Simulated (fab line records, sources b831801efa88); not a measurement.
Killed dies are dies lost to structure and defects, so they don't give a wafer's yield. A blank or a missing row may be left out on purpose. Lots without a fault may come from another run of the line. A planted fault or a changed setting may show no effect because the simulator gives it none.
fab line records | flow sky130
record lots=7 wafers=19 last_day=49
route steps=708 shown VT_ADJUST_HVTR@139 VT_ADJUST_PCH@143 SONOS_TUNNEL@154 PAD_OPEN@708
lots that met no fault: from a run of the same line without faults
start_h: hours from the record's first day to the start of the lot's first wafer shown | wait_h: hours since the lot's step before | " the same as in the row above | L1.1+2: a row that stands for several wafers | - no value, or no start given | * or withheld: withheld | < > ~ a bound
route shown NAME@n: a module of which the file shows steps, and the number in the route of the first | usual: mean/standard deviation of fault-free wafers | same: alike in all rows | chamber/n: place in a boat | sites: the reading at each site | _std_site: their standard deviation | _edge_site: outer sites' mean less inner sites' | radius_mm: how far each site lies from the wafer's centre | mask NAME#n: copy n | behind: the tool/chamber that last shaped the wafer | hold: why the lot was held/for how many hours/how that ended | device: the transistor (n, p or np) that didn't switch | end of line: the same wafers' tests at the end of the route | a step without rows: its recipe alone | killed: dies lost to structure and defects at the first sort, not the wafer's yield | map: a wafer's dies, x killed, . not, _ none there
set.NAME: the setting as run; set.NAME@STEP: as run at that earlier step | model.NAME: the simulator's own value behind a step, which no gauge read
lots at some steps of the route; a table a step, a row a wafer
services: from which hour (start_h, from the record's first day; less than 0 if before it) a tool's chamber was out of use, for how many hours, and why
## steps
# step SKY_VT_ADJUST_HVTR_OVL_MEAS_08
# usual VT_ADJUST_HVTR_OVL=0.3/1.3
# columns lot.wafer tool chamber start_h wait_h VT_ADJUST_HVTR_OVL[nm]
L311.1 overlay-01 - 242.16 0.1 -1.8
L311.2 " - " " 0.2
L311.3 " - " " -1.0
L315.1 overlay-02 - 265.24 0.1 -0.9
L315.2 " - " " 0.2
L315.4 " - " " 0.3
L316.1 overlay-01 - 279.00 0.1 -1.0
L316.3 " - " " -1.3
L317.1 overlay-02 - 285.00 0.1 0.4
L317.3 " - " " 1.8
L324.3 overlay-02 - 327.26 0.1 0.4
L324.5 " - " " 0.7
L324.6 " - " " 1.3
L325.2 overlay-02 - 335.75 0.1 1.9
L325.3 " - " " 0.4
L325.4 " - " " -0.5
L327.2 overlay-02 - 349.25 0.1 -0.3
L327.3 " - " " -0.8
L327.6 " - " " 0.4
# step SKY_VT_ADJUST_HVTR_IMPLANT_09
# recipe species=B energy_kev=10 dose_cm2=2.1e+12 tilt_deg=withheld
# step SKY_VT_ADJUST_HVTR_STRIP_10
# recipe chemistry=O2/N2 power_w=1400 pressure_mtorr=1500 platen_temp_c=withheld o2_flow_sccm=3000 n2_flow_sccm=300 overash_fraction=0.5
# usual chamber_pressure_mTorr=1500/3.1 drypump_motor_current_A=5.8/0.46 oes_product_au=0.716/0.0048 strip_time_to_endpoint_s=14.19/0.042
# columns lot.wafer tool chamber start_h wait_h chamber_pressure_mTorr drypump_motor_current_A oes_product_au rf_hours_counter_h strip_time_to_endpoint_s
L311.1 plasma_asher-02 0 242.34 0.1 1502 6.2 0.720 52 14.17
L311.2 " 1 " " 1498 5.4 0.715 52 14.20
L311.3 " 1 " " 1498 5.4 0.721 - 14.16
L315.1 plasma_asher-02 1 265.43 0.1 1502 5.4 0.711 54 14.11
L315.2 " 0 " " 1500 6.2 0.712 54 14.08
L315.4 " 0 " " 1501 6.2 0.716 - 14.07
L316.1 plasma_asher-02 0 279.18 0.1 1500 6.2 0.714 56 14.16
L316.3 " 0 " " 1500 6.2 0.723 - 14.19
L317.1 plasma_asher-02 0 285.18 0.1 1501 6.2 0.711 56 14.24
L317.3 " 0 " " 1500 6.2 0.714 - 14.22
L324.3 plasma_asher-03 0 327.47 0.1 1499 5.4 0.711 - 14.24
L324.5 " 0 " " 1502 5.5 0.718 - 14.29
L324.6 " 1 " " 1502 6.6 0.720 - 14.26
L325.2 plasma_asher-03 0 335.93 0.1 1499 5.4 0.711 19 14.21
L325.3 " 0 " " 1499 5.4 0.703 - 14.19
L325.4 " 1 " " 1501 6.6 0.719 - 14.22
L327.2 plasma_asher-02 1 349.43 0.1 1500 5.4 0.724 62 14.16
L327.3 " 1 " " 1500 5.4 0.715 - 14.21
L327.6 " 1 " " 1501 5.4 0.710 - 14.23
# step SKY_VT_ADJUST_HVTR_TW_MEAS_11
# usual VT_ADJUST_HVTR_TW=211.9/1
# columns lot.wafer tool chamber start_h wait_h VT_ADJUST_HVTR_TW
L311.1 film_metro-04 - 242.44 0.1 213.2
L311.2 " - " " 213.2
L311.3 " - " " 212.4
L315.1 film_metro-03 - 265.53 0.1 211.9
L315.2 " - " " 212.9
L315.4 " - " " 213.1
L316.1 film_metro-03 - 279.28 0.1 211.1
L316.3 " - " " 211.3
L317.1 film_metro-03 - 285.28 0.1 213.0
L317.3 " - " " 212.3
L324.3 film_metro-02 - 327.55 0.1 211.1
L324.5 " - " " 211.7
L324.6 " - " " 209.1
L325.2 film_metro-04 - 336.04 0.1 210.4
L325.3 " - " " 211.8
L325.4 " - " " 211.8
L327.2 film_metro-03 - 349.54 0.1 211.8
L327.3 " - " " 211.1
L327.6 " - " " 210.6
# step SKY_VT_ADJUST_PCH_DEHYDRATE_00
# recipe temp_c=200 time_s=60
# step SKY_VT_ADJUST_PCH_HMDS_01
# recipe prime_time_s=60 prime_temp_c=120
# step SKY_VT_ADJUST_PCH_COAT_02
# recipe spin_rpm=2000 resist_thk_nm=3000
# step SKY_VT_ADJUST_PCH_SOFTBAKE_03
# recipe temp_c=110 time_s=withheld
# step SKY_VT_ADJUST_PCH_EXPOSE_04
# recipe mask_id=NWM na=0.6 source_shape=conventional sigma_outer=0.6 polarization=unpolarized target_cd_nm=840 dose_mj=255
# step SKY_VT_ADJUST_PCH_PEB_05
# recipe temp_c=115 time_s=withheld
# step SKY_VT_ADJUST_PCH_DEVELOP_06
# recipe wall_angle_deg=90 developer=TMAH develop_time_s=60 dev_temp_c=23
# step SKY_VT_ADJUST_PCH_OVL_MEAS_07
# usual VT_ADJUST_PCH_OVL=1.3/1.3
# columns lot.wafer tool chamber start_h wait_h VT_ADJUST_PCH_OVL[nm]
L311.1 overlay-01 - 264.78 - -1.6
L311.2 " - " " -1.9
L311.3 " - " " -0.9
L315.1 overlay-01 - 287.84 - 1.0
L315.2 " - " " 0.5
L315.4 " - " " 1.6
L316.1 overlay-01 - 303.19 - 1.0
L316.3 " - " " 1.9
L317.1 overlay-01 - 309.24 - 1.2
L317.3 " - " " 1.6
L324.3 overlay-02 - 354.55 - 3.2
L324.5 " - " " 2.4
L324.6 " - " " 2.7
L325.2 overlay-02 - 363.29 - 1.4
L325.3 " - " " 2.2
L325.4 " - " " 1.8
L327.2 overlay-02 - 377.29 - 2.9
L327.3 " - " " 2.2
L327.6 " - " " 1.8
# step SKY_VT_ADJUST_PCH_IMPLANT_08
# recipe species=B energy_kev=10 dose_cm2=5e+11 tilt_deg=withheld
# usual faraday_current_uA=2.82/0.056
# columns lot.wafer tool chamber start_h wait_h faraday_current_uA
L311.1 implanter-03 0 264.81 0.0 2.87
L311.2 " 0 " " 2.79
L311.3 " 0 " " 2.83
L315.1 implanter-03 0 287.87 0.0 2.84
L315.2 " 0 " " 2.85
L315.4 " 0 " " 2.80
L316.1 implanter-03 0 303.22 0.0 2.87
L316.3 " 0 " " 2.77
L317.1 implanter-03 0 309.27 0.0 2.77
L317.3 " 0 " " 2.93
L324.3 implanter-02 0 354.62 0.1 2.82
L324.5 " 0 " " 2.71
L324.6 " 0 " " 2.79
L325.2 implanter-02 0 363.35 0.0 2.86
L325.3 " 0 " " 2.84
L325.4 " 0 " " 2.73
L327.2 implanter-02 0 377.35 0.0 2.80
L327.3 " 0 " " 2.78
L327.6 " 0 " " 2.75
# step SKY_VT_ADJUST_PCH_STRIP_09
# recipe chemistry=O2/N2 power_w=1400 pressure_mtorr=1500 platen_temp_c=withheld o2_flow_sccm=3000 n2_flow_sccm=300 overash_fraction=0.5
# usual chamber_pressure_mTorr=1500.1/1.3 drypump_motor_current_A=5.8/0.42 oes_product_au=0.722/0.0045 strip_time_to_endpoint_s=36.92/0.11
# columns lot.wafer tool chamber start_h wait_h chamber_pressure_mTorr drypump_motor_current_A oes_product_au rf_hours_counter_h strip_time_to_endpoint_s
L311.1 plasma_asher-01 0 264.96 0.1 1499.7 5.6 0.726 59 36.96
L311.2 " 1 " " 1497.8 6.1 0.709 59 36.97
L311.3 " 0 " " 1500.5 5.6 0.719 - 36.95
L315.1 plasma_asher-01 1 288.02 0.1 1500.7 6.0 0.717 61 36.99
L315.2 " 0 " " 1499.2 5.5 0.719 61 36.94
L315.4 " 0 " " 1497.7 5.6 0.723 - 36.94
L316.1 plasma_asher-03 1 303.37 0.1 1501.8 6.6 0.724 16 37.04
L316.3 " 0 " " 1498.7 5.4 0.725 - 37.09
L317.1 plasma_asher-04 1 309.42 0.1 1500.4 5.8 0.725 53 36.97
L317.3 " 1 " " 1499.3 5.8 0.728 - 36.96
L324.3 plasma_asher-03 1 354.76 0.1 1498.5 6.6 0.725 - 36.87
L324.5 " 1 " " 1500.0 6.6 0.725 - 36.83
L324.6 " 0 " " 1500.1 5.4 0.719 - 36.95
L325.2 plasma_asher-03 1 363.47 0.1 1501.9 6.6 0.725 21 37.00
L325.3 " 1 " " 1500.4 6.6 0.722 - 37.08
L325.4 " 0 " " 1499.2 5.4 0.730 - 37.20
L327.2 plasma_asher-04 1 377.47 0.1 1497.7 5.8 0.727 59 36.74
L327.3 " 1 " " 1498.8 5.8 0.725 - 36.68
L327.6 " 1 " " 1500.0 5.8 0.721 - 36.80
# step SKY_VT_ADJUST_PCH_TW_MEAS_10
# usual VT_ADJUST_PCH_TW=143.6/0.74
# columns lot.wafer tool chamber start_h wait_h VT_ADJUST_PCH_TW
L311.1 film_metro-01 - 265.06 0.1 144.0
L311.2 " - " " 143.6
L311.3 " - " " 142.8
L315.1 film_metro-02 - 288.12 0.1 141.2
L315.2 " - " " 142.5
L315.4 " - " " 140.0
L316.1 film_metro-01 - 303.47 0.1 140.8
L316.3 " - " " 142.8
L317.1 film_metro-04 - 309.52 0.1 140.6
L317.3 " - " " 143.9
L324.3 film_metro-01 - 354.84 0.1 143.7
L324.5 " - " " 143.8
L324.6 " - " " 143.7
L325.2 film_metro-02 - 363.58 0.1 143.2
L325.3 " - " " 142.8
L325.4 " - " " 142.8
L327.2 film_metro-01 - 377.58 0.1 143.1
L327.3 " - " " 143.4
L327.6 " - " " 143.0
# step SKY_SONOS_TUNNEL_DEHYDRATE_00
# recipe temp_c=200 time_s=60
# step SKY_PAD_OPEN_PROBE_99
# usual killed_at_M0_to_M3=43/7.3 killed_at_M4_up=3.2/1.8 killed_at_contacts=24/5.8 killed_at_front_end=16/4.5 killed_at_other=0.3/0.53 killed_dies=87/9.9 killed_open=48/6.8 killed_short=39/6.9
# same gross_dies=492 killed_at_back_side=0
# columns lot.wafer tool chamber start_h wait_h killed_at_M0_to_M3 killed_at_M4_up killed_at_contacts killed_at_front_end killed_at_other killed_dies killed_open killed_short model.etest.pfet_01v8_lvt.vt_v_range model.etest.pfet_01v8.vt_v_range
L311.1 prober-01 - 1099.78 0.1 50 3 22 22 0 97 58 39 0.00809 0.009068
L311.2 prober-01 - 1099.83 0.1 40 3 24 13 0 80 47 33 0.01334 0.0109
L311.3 prober-01 - 1099.88 0.2 41 5 23 17 0 86 45 41 0.01066 0.009082
L315.1 prober-02 - 1127.20 0.1 53 3 27 13 1 97 46 51 0.02651 0.02068
L315.2 prober-02 - 1127.25 0.1 44 6 25 12 1 88 46 42 0.01246 0.02272
L315.4 prober-02 - 1127.35 0.2 49 5 38 11 0 103 56 47 0.02595 0.0137
L316.1 prober-01 - 1138.89 0.1 49 3 30 20 0 102 54 48 0.03902 0.009493
L316.3 prober-01 - 1138.99 0.2 44 2 33 13 0 92 58 34 0.02424 0.01623
L317.1 prober-01 - 1144.89 0.1 32 5 15 15 0 67 33 34 0.03723 0.0127
L317.3 prober-01 - 1144.99 0.2 39 6 23 16 1 85 49 36 0.02908 0.00867
L324.3 prober-01 - 1173.33 0.2 43 3 23 19 1 89 60 29 0.01959 0.01409
L324.5 prober-01 - 1173.43 0.2 54 3 26 23 0 106 52 54 0.01961 0.0179
L324.6 prober-01 - 1173.48 0.2 34 3 23 14 0 74 48 26 0.02432 0.01628
L325.2 prober-02 - 1174.78 0.1 39 3 33 13 0 88 52 36 0.02295 0.01071
L325.3 prober-02 - 1174.83 0.2 40 6 25 22 0 93 50 43 0.01962 0.01229
L325.4 prober-02 - 1174.88 0.2 49 5 31 15 1 101 56 45 0.02282 0.007366
L327.2 prober-02 - 1184.54 0.1 51 4 26 15 0 96 54 42 0.02158 0.008802
L327.3 prober-02 - 1184.59 0.2 37 4 28 13 0 82 44 38 0.01875 0.01144
L327.6 prober-02 - 1184.74 0.2 39 2 31 14 1 87 46 41 0.01742 0.008414
# killed by level:class
L311.1 LI_CONTACT:geometric_particle:open=11 VIA1:geometric_particle:open=11 VIA1:geometric_particle:short=8 CONTACT:geometric_particle:open=8 VIA3:geometric_particle:open=8 POLY_GATE:geometric_particle:short=7 METAL2:geometric_particle:open=6 METAL2:geometric_particle:short=5
L311.2 VIA1:geometric_particle:open=11 VIA2:geometric_particle:open=11 LI_CONTACT:geometric_particle:open=6 CONTACT:geometric_particle:open=6 LI_CONTACT:geometric_particle:short=4 VIA3:geometric_particle:open=4 CONTACT:geometric_particle:short=4 FIELD_ISO:geometric_particle:open=3
L311.3 VIA1:geometric_particle:open=10 LI_CONTACT:geometric_particle:open=8 FIELD_ISO:geometric_particle:short=7 VIA2:geometric_particle:open=6 VIA3:geometric_particle:open=6 CONTACT:geometric_particle:open=5 METAL2:geometric_particle:short=5 CONTACT:geometric_particle:short=4
L315.1 CONTACT:geometric_particle:open=9 VIA1:geometric_particle:open=9 METAL1:geometric_particle:short=8 METAL2:geometric_particle:short=8 LI_CONTACT:geometric_particle:open=7 CONTACT:geometric_particle:short=6 VIA1:geometric_particle:short=6 VIA3:geometric_particle:open=5
L315.2 CONTACT:geometric_particle:open=10 VIA1:geometric_particle:open=10 VIA1:geometric_particle:short=9 LI_CONTACT:geometric_particle:open=8 METAL4:geometric_particle:short=5 METAL1:geometric_particle:short=5 VIA2:geometric_particle:open=5 METAL2:geometric_particle:short=4
L315.4 CONTACT:geometric_particle:open=13 LI_CONTACT:geometric_particle:open=11 VIA1:geometric_particle:open=9 VIA2:geometric_particle:open=9 CONTACT:geometric_particle:short=6 METAL1:geometric_particle:short=6 VIA3:geometric_particle:open=6 METAL2:geometric_particle:short=5
L316.1 VIA1:geometric_particle:open=16 CONTACT:geometric_particle:open=10 FIELD_ISO:geometric_particle:short=8 LI_CONTACT:geometric_particle:open=7 METAL2:geometric_particle:short=7 VIA3:geometric_particle:open=6 METAL1:geometric_particle:short=6 POLY_GATE:geometric_particle:open=5
L316.3 VIA1:geometric_particle:open=13 LI_CONTACT:geometric_particle:open=11 METAL2:geometric_particle:short=7 CONTACT:geometric_particle:open=7 VIA2:geometric_particle:open=7 CONTACT:geometric_particle:short=6 POLY_GATE:geometric_particle:open=5 LI_CONTACT:geometric_particle:short=5
L317.1 FIELD_ISO:geometric_particle:open=6 CONTACT:geometric_particle:open=6 POLY_GATE:geometric_particle:short=5 VIA1:geometric_particle:open=5 VIA2:geometric_particle:open=5 VIA2:geometric_particle:short=5 VIA3:geometric_particle:open=4 METAL1:geometric_particle:short=4
L317.3 VIA1:geometric_particle:open=15 CONTACT:geometric_particle:open=10 FIELD_ISO:geometric_particle:open=6 VIA2:geometric_particle:open=5 FIELD_ISO:geometric_particle:short=4 VIA1:geometric_particle:short=4 LI_CONTACT:geometric_particle:open=4 CONTACT:geometric_particle:short=4
L324.3 CONTACT:geometric_particle:open=13 VIA1:geometric_particle:open=10 VIA2:geometric_particle:open=8 VIA3:geometric_particle:open=7 FIELD_ISO:geometric_particle:short=6 FIELD_ISO:geometric_particle:open=5 LI_CONTACT:geometric_particle:open=5 POLY_GATE:geometric_particle:open=4
L324.5 VIA1:geometric_particle:open=13 METAL2:geometric_particle:short=8 LI_CONTACT:geometric_particle:open=7 METAL1:geometric_particle:short=7 POLY_GATE:geometric_particle:open=6 LOCAL_INTERCONNECT:geometric_particle:short=6 SPACER:geometric_particle:short=5 CONTACT:geometric_particle:open=5
L324.6 VIA2:geometric_particle:open=9 CONTACT:geometric_particle:open=9 FIELD_ISO:geometric_particle:open=7 METAL1:geometric_particle:short=7 VIA1:geometric_particle:open=6 LOCAL_INTERCONNECT:geometric_particle:short=5 VIA3:geometric_particle:open=5 POLY_GATE:geometric_particle:short=3
L325.2 CONTACT:geometric_particle:open=14 LI_CONTACT:geometric_particle:open=11 VIA1:geometric_particle:open=9 VIA1:geometric_particle:short=7 VIA2:geometric_particle:open=7 METAL2:geometric_particle:short=5 FIELD_ISO:geometric_particle:short=3 POLY_GATE:geometric_particle:short=3
L325.3 CONTACT:geometric_particle:open=11 VIA1:geometric_particle:open=9 LI_CONTACT:geometric_particle:open=6 FIELD_ISO:geometric_particle:short=5 METAL2:geometric_particle:short=5 POLY_GATE:geometric_particle:short=4 SPACER:geometric_particle:open=4 CONTACT:geometric_particle:short=4
L325.4 CONTACT:geometric_particle:open=16 VIA1:geometric_particle:open=9 VIA2:geometric_particle:open=7 VIA3:geometric_particle:open=6 LI_CONTACT:geometric_particle:open=5 METAL1:geometric_particle:short=5 METAL3:geometric_particle:short=5 FIELD_ISO:geometric_particle:open=4
L327.2 VIA1:geometric_particle:open=17 CONTACT:geometric_particle:open=11 VIA3:geometric_particle:open=8 METAL3:geometric_particle:short=7 CONTACT:geometric_particle:short=5 METAL1:geometric_particle:short=5 FIELD_ISO:geometric_particle:short=4 POLY_GATE:geometric_particle:short=4
L327.3 CONTACT:geometric_particle:open=11 VIA1:geometric_particle:open=7 LI_CONTACT:geometric_particle:open=6 LOCAL_INTERCONNECT:geometric_particle:short=6 METAL1:geometric_particle:short=5 VIA2:geometric_particle:short=5 VIA3:geometric_particle:short=4 VIA2:geometric_particle:open=4
L327.6 LI_CONTACT:geometric_particle:open=10 CONTACT:geometric_particle:open=8 VIA1:geometric_particle:open=7 LOCAL_INTERCONNECT:geometric_particle:short=6 VIA3:geometric_particle:open=6 METAL1:geometric_particle:short=5 VIA2:geometric_particle:short=5 FIELD_ISO:geometric_particle:open=4
## services
# columns tool chamber start_h hours kind
plasma_asher-01 - 229.97 1.5 repair
implanter-03 - 312.40 12.3 pm
implanter-03 - 324.66 4.5 pm
implanter-02 - 337.54 4.0 pm
implanter-03 - 368.28 1.3 repair
implanter-02 - 368.67 5.6 pm
## key
first_sign step=SKY_VT_ADJUST_PCH_TW_MEAS_10 reading=VT_ADJUST_PCH_TW direction=down sigmas=4 usual=143.6 struck=140.6
effect none on later readings
model_effect step=SKY_PAD_OPEN_PROBE_99 value=etest.pfet_01v8_lvt.vt_v_range without=0.01812 struck=0.03218
met_at SKY_VT_ADJUST_PCH_IMPLANT_08
struck_wafers L315.1,L315.4,L316.1,L317.1
tester_left_out L315,L316,L317
onset_between 264.81 287.87
fault kind=process_parameter_drift tool=implanter-03 chamber=- onset_h=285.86 steps=SKY_VT_ADJUST_PCH_IMPLANT_08 channel=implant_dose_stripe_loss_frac offset=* shape=step end_h=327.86 scope=struck_wafers_only
# tester_left_out: of these lots the tester's yield and bins aren't shown, on N5 and GAA mostly nor the transistor test; their killed dies are dies lost to structure and defects alone, not to doping, threshold or leakage, so they don't give the yield
